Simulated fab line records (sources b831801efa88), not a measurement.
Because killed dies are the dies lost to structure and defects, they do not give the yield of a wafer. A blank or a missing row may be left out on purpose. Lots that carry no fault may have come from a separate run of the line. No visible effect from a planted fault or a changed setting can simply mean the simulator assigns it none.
A lot that was struck, set against a sound lot	flow sky130	15 out of 708 route steps
Sound: these wafers, L558.1, L558.3, L558.6. The struck wafers were L562.1, L562.3, L562.5. The cause is named last.
Order at every step that has rows: each side's tool, ch and its chambers, its first start. Under that, the readings that differ: sound wafers	struck wafers	difference of the means	sigmas: that difference in standard deviations of wafers without a fault.
alike: a reading whose means differ by less than 2 such deviations, as well as words and numbers matching on both sides. not compared: withheld readings; readings where some wafer has no value; bounds like >300 that might hide an equal value; numbers whose values overlap and for which the record gives no deviation.
A row with sigmas, a row that says differs or no value, or rows on one side alone: a step with any of these is where the two part. Non-overlapping numbers with no deviation appear without sigmas and do not part them. A reading missing from all wafers of one side parts the sides only when that side holds two or more wafers.

first, 4 steps without rows for these wafers: SKY_VIA2_STRIP_16 (strips in O2/N2); SKY_VIA2_STRIP_17 (strips in post etch residue remover, time 1200 s); SKY_VIA2_CLEAN_18 (cleans in IPA, time 180 s); SKY_VIA2_CLEAN_19 (cleans in O3/DIW).
SKY_VIA2_SPUTTER_20: material TiN, target thk 20 nm, time 80 s.
  sound: pvd-sputter-03 at day 40 14:55; struck: pvd-sputter-04 at day 41 19:41
  alike: throttle-valve-pct
SKY_VIA2_CVD_21: deposits W, target thk 420 nm, time 126.4 s.
  sound on cvd-w-01 ch 0,1, day 40 14:59; struck on cvd-w-02 ch 0,1, day 41 19:45
  alike: heater-power-w
SKY_VIA2_RS_MEAS_22: measurement is done with a four-point probe.
  sound: film-metro-04 at day 40 15:07; struck: film-metro-02 at day 41 19:53
  alike: VIA2_W_RS
SKY_VIA2_THK_MEAS_23: measures by xrf.
  sound: film-metro-04 at day 40 15:14; struck: film-metro-02 at day 41 20:00
  alike: VIA2_W_THK
SKY_VIA2_CMP_24: polishes, stops on SiO2, t overpolish 20 s, target thk 0 nm.
  sound on cmp-01 ch 0,1,2, day 40 15:17; struck on cmp-01 ch 2,3, day 41 20:38
  alike: motor-current-A, overpolish-run-s, time-to-endpoint-s
SKY_METAL3_SPUTTER_00: material Ti, target thk 15 nm, time 10 s.
  sound: pvd-sputter-02 at day 40 15:35; struck: pvd-sputter-02 at day 41 20:56
  alike: throttle-valve-pct
SKY_METAL3_SPUTTER_01: material TiN, target thk 20 nm, time 16.7 s.
  sound: pvd-sputter-02 at day 40 15:37; struck: pvd-sputter-02 at day 41 20:58
  alike: throttle-valve-pct
then, 1 step without rows for these wafers: SKY_METAL3_SPUTTER_02 (material AlCu, target thk 735 nm, time 39.1 s).
SKY_METAL3_SPUTTER_03: material Ti, target thk 5 nm, time 3.3 s.
  sound: pvd-sputter-02 at day 40 15:41; struck: pvd-sputter-02 at day 41 21:02
reading	sound	struck	difference	sigmas
model.Ti_of_METAL3_SPUTTER_03.thk-nm (nm)	4.859 4.919 4.942	6.152 6.199 6.145	+1.259	
  alike: throttle-valve-pct
then, 2 steps without rows for these wafers: SKY_METAL3_SPUTTER_04 (material TiN, target thk 70 nm, time 58.3 s); SKY_PAD_OPEN_PROBE_99.

== WHERE THEY PART ==
Nowhere in this record.

WHY: what had been put in by the simulator
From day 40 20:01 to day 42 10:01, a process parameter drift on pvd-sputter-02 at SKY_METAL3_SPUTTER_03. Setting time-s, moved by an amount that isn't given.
